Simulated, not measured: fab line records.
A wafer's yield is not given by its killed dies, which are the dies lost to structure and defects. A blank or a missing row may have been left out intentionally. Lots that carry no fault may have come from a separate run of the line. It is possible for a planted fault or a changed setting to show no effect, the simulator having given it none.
Comparing a struck lot with a sound one :: flow sky130 :: 43 out of 708 route steps
Sound: these wafers, L984.1, L984.3, L984.6. Wafers L994.1, L994.3, L994.6 were the ones struck. The cause is given at the end.
Order at every step that has rows: each side's tool, ch and its chambers, its first start. Under that, the readings that differ: sound wafers :: struck wafers :: difference of the means :: sigmas: that difference in standard deviations of wafers without a fault.
alike: words and numbers the same on both sides, and readings whose means are apart by under 2 such deviations; not compared: readings that were withheld, readings missing a value for some wafer, numbers with overlapping values and no deviation given by the record, and bounds like >300 which may hide the same value.
A row with sigmas, a row that says differs or no value, or rows on one side alone: a step with any of these is where the two part. Non-overlapping numbers with no deviation appear without sigmas and do not part them. A reading missing from all wafers of one side parts the sides only when that side holds two or more wafers.

first, 4 steps without rows for these wafers: SKY_FIELD_ISO_CLEAN_19 (cleans in SC1/SC2, time 150 s); SKY_FIELD_ISO_CLEAN_20 (cleans in dHF, time 20 s); SKY_FIELD_ISO_WET_ETCH_21 (etches SiO2 in dHF, target depth 20 nm, time 400 s); SKY_FIELD_ISO_OXIDATION_22 (stabilise 600 s, purge 300 s, target thk 10 nm).
SKY_FIELD_ISO_THK_MEAS_23:
  sound on film-metro-02, day 2 16:02; struck on film-metro-02, day 4 22:32
  alike: FIELD_ISO_OXIDATION_01_THK
then, 1 step without rows for these wafers: SKY_FIELD_ISO_CVD_24 (deposits SiO2, target thk 595 nm, time 99.2 s).
SKY_FIELD_ISO_THK_MEAS_25:
  sound on film-metro-01, day 2 16:10; struck on film-metro-03, day 4 22:40
  alike: FIELD_ISO_CVD_24_THK
then, 1 step without rows for these wafers: SKY_FIELD_ISO_ANNEAL_26 (time 1800 s).
SKY_FIELD_ISO_CMP_27: polishes, stops on Si3N4, t overpolish 16 s, target thk 457.8 nm.
  sound on cmp-01 ch 0,2,3, day 2 17:44; struck on cmp-01 ch 0,1,3, day 5 00:20
  alike: motor-current-A, overpolish-run-s, time-to-endpoint-s
then, 3 steps without rows for these wafers: SKY_FIELD_ISO_WET_ETCH_28 (etches SiO2 in dHF, target depth 23.7 nm, time 47 s); SKY_FIELD_ISO_WET_ETCH_29 (etches Si3N4 in H3PO4, target depth 160 nm, time 1825 s); SKY_FIELD_ISO_WET_ETCH_30 (etches SiO2 in dHF, target depth 25 nm, time 50 s).
SKY_NWELL_CLEAN_00: cleans in SC1/SC2, time 150 s.
  sound on wet-bench-04 ch 2, day 2 18:35; struck on wet-bench-02 ch 2, day 5 01:05
then, 1 step without rows for these wafers: SKY_NWELL_OXIDATION_01 (stabilise 600 s, purge 300 s, target thk 10 nm).
SKY_NWELL_THK_MEAS_02:
  sound on film-metro-03, day 2 20:25; struck on film-metro-03, day 5 03:08
  alike: NWELL_OXIDATION_THK
then, 8 steps without rows for these wafers: SKY_DNWELL_DEHYDRATE_00 (time 60 s); SKY_DNWELL_HMDS_01 (prime time 60 s); SKY_DNWELL_COAT_02 (resist thk 3000 nm); SKY_DNWELL_SOFTBAKE_03; SKY_DNWELL_EXPOSE_04 (exposes mask DNM, target cd 3000 nm); SKY_DNWELL_PEB_05; SKY_DNWELL_DEVELOP_06 (develop time 60 s); SKY_DNWELL_IMPLANT_07.
SKY_DNWELL_STRIP_08: strips in O2/N2.
  sound on plasma-asher-03 ch 0,1, day 3 12:28; struck on plasma-asher-02 ch 0,1, day 5 21:08
  alike: chamber-pressure-mTorr, drypump-motor-current-A, oes-product-au, strip-time-to-endpoint-s
  not compared: rf-hours-counter-h
SKY_DNWELL_TW_MEAS_09:
  sound on film-metro-02, day 3 12:34; struck on film-metro-03, day 5 21:14
  alike: DNWELL_TW
then, 7 steps without rows for these wafers: SKY_PWDE_DEHYDRATE_00 (time 60 s); SKY_PWDE_HMDS_01 (prime time 60 s); SKY_PWDE_COAT_02 (resist thk 2957 nm); SKY_PWDE_SOFTBAKE_03; SKY_PWDE_EXPOSE_04 (exposes mask PWDEM, target cd 840 nm); SKY_PWDE_PEB_05; SKY_PWDE_DEVELOP_06 (develop time 60 s).
SKY_PWDE_OVL_MEAS_07:
  sound on overlay-01, day 4 04:41; struck on overlay-01, day 6 15:41
  alike: PWDE_OVL
following that, these wafers have no rows for 1 step: SKY_PWDE_IMPLANT_08.
SKY_PWDE_STRIP_09: strips in O2/N2.
  sound on plasma-asher-01 ch 0, day 4 04:52; struck on plasma-asher-04 ch 0,1, day 6 15:52
  alike: chamber-pressure-mTorr, drypump-motor-current-A, oes-product-au, strip-time-to-endpoint-s
  not compared: rf-hours-counter-h
SKY_PWDE_TW_MEAS_10:
  sound on film-metro-02, day 4 04:58; struck on film-metro-02, day 6 15:58
  alike: PWDE_TW
then, 6 steps without rows for these wafers: SKY_NWELL_DEHYDRATE_03 (time 60 s); SKY_NWELL_HMDS_04 (prime time 60 s); SKY_NWELL_COAT_05 (resist thk 3000 nm); SKY_NWELL_SOFTBAKE_06; SKY_NWELL_EXPOSE_07 (exposes mask NWM, target cd 840 nm); SKY_NWELL_PEB_08.
-- the record jumps here: 42 days lie between the struck wafers' starts before and after (it left off in module NWELL and takes up again in module PAD_OPEN, whose first step shown is number 708 of the route) --
SKY_PAD_OPEN_PROBE_99:
  the record has rows for the struck wafers here (prober-01, day 48 17:27) and none for the sound ones

WHERE THEY PART
Within this record, at SKY_PAD_OPEN_PROBE_99 only.

WHY: what had been put in by the simulator
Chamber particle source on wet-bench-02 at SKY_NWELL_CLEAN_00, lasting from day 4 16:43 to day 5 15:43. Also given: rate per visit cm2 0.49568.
